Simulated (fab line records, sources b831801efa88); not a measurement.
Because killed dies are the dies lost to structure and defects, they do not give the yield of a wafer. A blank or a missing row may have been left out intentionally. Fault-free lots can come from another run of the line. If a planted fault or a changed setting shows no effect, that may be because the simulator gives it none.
Which tool did it?    flow gf180mcu    13 lots with 39 wafers sampled at 5 steps, on a route of 602 steps

== WHAT THE GAUGES SHOWED, per wafer ==
GF_M4_THK_MEAS_06: measures by xrf.
lot   measured      on             M4_ALCU_THK (nm)
L105  day 23 02:01  film_metro-04  451 451 454
L106  day 23 06:40  film_metro-02  458 460 451
L107  day 23 16:49  film_metro-03  461 463 463
L108  day 24 04:53  film_metro-03  455 464 455
L109  day 24 09:37  film_metro-03  461 457 459
L112  day 25 09:31  film_metro-03  455 454 458
L111  day 25 10:18  film_metro-02  455 456 456
L114  day 25 20:40  film_metro-04  452 453 453
L116  day 27 00:35  film_metro-03  457 451 454
L118  day 27 08:52  film_metro-02  459 462 456
L119  day 27 15:59  film_metro-02  456 454 458
L121  day 28 03:53  film_metro-02  455 455 461
L128  day 29 21:13  film_metro-03  455 466 457

GF_V4_BOW_MEAS_05.
lot   measured      on             V4_BOW (um)
L105  day 24 04:20  film_metro-01  136 128 140
L106  day 24 05:59  film_metro-02  109 127 118
L107  day 24 14:52  film_metro-04  144 121 118
L108  day 25 05:17  film_metro-04  133 134 146
L109  day 25 09:21  film_metro-04  122 112 111
L112  day 26 07:55  film_metro-04  139 139 131
L111  day 26 08:25  film_metro-02  138 136 138
L114  day 26 18:35  film_metro-02  149 138 139
L116  day 27 22:07  film_metro-02  143 132 143
L118  day 28 06:16  film_metro-01  127 137 136
L119  day 28 13:20  film_metro-01  127 136 130
L121  day 29 00:45  film_metro-01  132 133 129
L128  day 30 16:56  film_metro-02  129 130 138

GF_MIM_THK_MEAS_06.
lot   measured      on             MIM_CVD_05_THK (nm)
L105  day 25 05:50  film_metro-03  41.0 40.1 41.5
L106  day 25 06:26  film_metro-01  41.4 41.3 41.6
L107  day 25 14:02  film_metro-04  41.4 41.7 41.8
L108  day 26 04:17  film_metro-04  41.1 42.0 41.5
L109  day 26 07:57  film_metro-01  41.1 42.3 41.6
L112  day 27 06:08  film_metro-03  40.8 40.9 41.5
L111  day 27 07:40  film_metro-03  42.0 42.0 42.0
L114  day 27 16:42  film_metro-03  41.6 42.3 42.0
L116  day 28 19:04  film_metro-03  41.8 41.9 41.9
L118  day 29 03:51  film_metro-03  41.8 41.8 42.5
L119  day 29 10:13  film_metro-04  39.6 39.8 39.9
L121  day 29 22:19  film_metro-03  39.7 39.9 39.6
L128  day 31 12:51  film_metro-04  41.9 40.8 41.5

== WHAT TOOL EACH LOT RAN ON (gives the tool, then ch and the chambers of the sampled wafers, and finally the start) ==
lot   GF_V4_CVD_02                     GF_MIM_CVD_05
L105  pecvd-01 ch 1,2, day 24 02:59    pecvd-04 ch 1,2, day 25 05:47
L106  pecvd-02 ch 0,1,2, day 24 05:33  pecvd-02 ch 0,1,2, day 25 06:25
L107  pecvd-01 ch 0,1,2, day 24 14:25  pecvd-04 ch 0,2, day 25 14:00
L108  pecvd-01 ch 0,1,2, day 25 03:58  pecvd-04 ch 0,1, day 26 04:16
L109  pecvd-01 ch 0,1,2, day 25 08:47  pecvd-04 ch 1,2, day 26 07:54
L112  pecvd-03 ch 1,2, day 26 07:27    pecvd-02 ch 0,2, day 27 06:06
L111  pecvd-01 ch 1,2, day 26 07:55    pecvd-03 ch 1,2, day 27 07:38
L114  pecvd-02 ch 0,1,2, day 26 18:09  pecvd-02 ch 1,2, day 27 16:40
L116  pecvd-03 ch 0,1,2, day 27 21:40  pecvd-03 ch 0,1, day 28 19:01
L118  pecvd-01 ch 1,2, day 28 05:50    pecvd-02 ch 0,2, day 29 03:49
L119  pecvd-03 ch 0,2, day 28 12:55    pecvd-02 ch 0,1, day 29 10:11
L121  pecvd-03 ch 0,1,2, day 29 00:17  pecvd-02 ch 0,2, day 29 22:16
L128  pecvd-02 ch 0,1,2, day 30 16:31  pecvd-03 ch 0,1,2, day 31 12:49
- GF_V4_CVD_02: deposits SiO2 from TEOS, target thk 850 nm, time 94.851 s.
- GF_MIM_CVD_05: deposits Si3N4, target thk 42 nm, time 29.086 s.

== WHAT THE TOOLS THEMSELVES READ (means of the sampled wafers that have a number; where no wafer has one, the mark that the record gives instead) ==
GF_V4_CVD_02.
lot   tool      heater_power_w (W)  rf_fwd_power_W (W)
L105  pecvd-01  601                 595.0
L106  pecvd-02  654                 597.3
L107  pecvd-01  605                 596.9
L108  pecvd-01  604                 595.6
L109  pecvd-01  595                 597.6
L112  pecvd-03  552                 595.4
L111  pecvd-01  575                 597.9
L114  pecvd-02  668                 596.0
L116  pecvd-03  651                 594.3
L118  pecvd-01  575                 597.3
L119  pecvd-03  634                 597.4
L121  pecvd-03  609                 596.4
L128  pecvd-02  648                 594.5

GF_MIM_CVD_05.
lot   tool      heater_power_w (W)  rf_fwd_power_W (W)
L105  pecvd-04  636                 447.4
L106  pecvd-02  730                 442.1
L107  pecvd-04  591                 445.2
L108  pecvd-04  655                 444.8
L109  pecvd-04  641                 445.7
L112  pecvd-02  702                 445.0
L111  pecvd-03  590                 444.7
L114  pecvd-02  584                 444.2
L116  pecvd-03  585                 443.9
L118  pecvd-02  696                 444.4
L119  pecvd-02  743                 369.1
L121  pecvd-02  729                 372.1
L128  pecvd-03  573                 444.3

== THE ANSWER, worked out from the rows above alone ==
Rule: the usual values come from the lots themselves. The widest of any qualifying gaps counts: lots, ordered by their means at a reading, are off when they make up no more than a third of the lots, leave a main group of 4 or more, and stand apart from it by 3 or more times the standard deviation of that group's means. If all means in a main group match to the digits the tables above print for the reading, that group is not used. A lot without any number at a reading at which 4 lots or more have one is off too. The other lots that the step has rows for count as sound. Order of review: gauges by route order, followed by the tools' own readings, for which a lot's mean as printed above is used. The first step at which some lot is off is used, and at that step the reading that is off furthest; a lot without a number counts as furthest.
Off: at GF_MIM_THK_MEAS_06 (MIM_CVD_05_THK), L119, L121. The main group: mean 41.6 nm, standard deviation 0.36.
A tool fits if, at a process step before that reading, it ran every lot that is off, and no sound lot after the first of them. Not tried: the gauges at GF_MIM_THK_MEAS_06; whatever is off there is also off at GF_MIM_CVD_05, on other tools, and gauge error can't account for it. Undecided on this evidence; 2 tools fit (pecvd-03 at GF_V4_CVD_02, pecvd-02 at GF_MIM_CVD_05).

== WHAT HAD BEEN PUT IN BY THE SIMULATOR ==
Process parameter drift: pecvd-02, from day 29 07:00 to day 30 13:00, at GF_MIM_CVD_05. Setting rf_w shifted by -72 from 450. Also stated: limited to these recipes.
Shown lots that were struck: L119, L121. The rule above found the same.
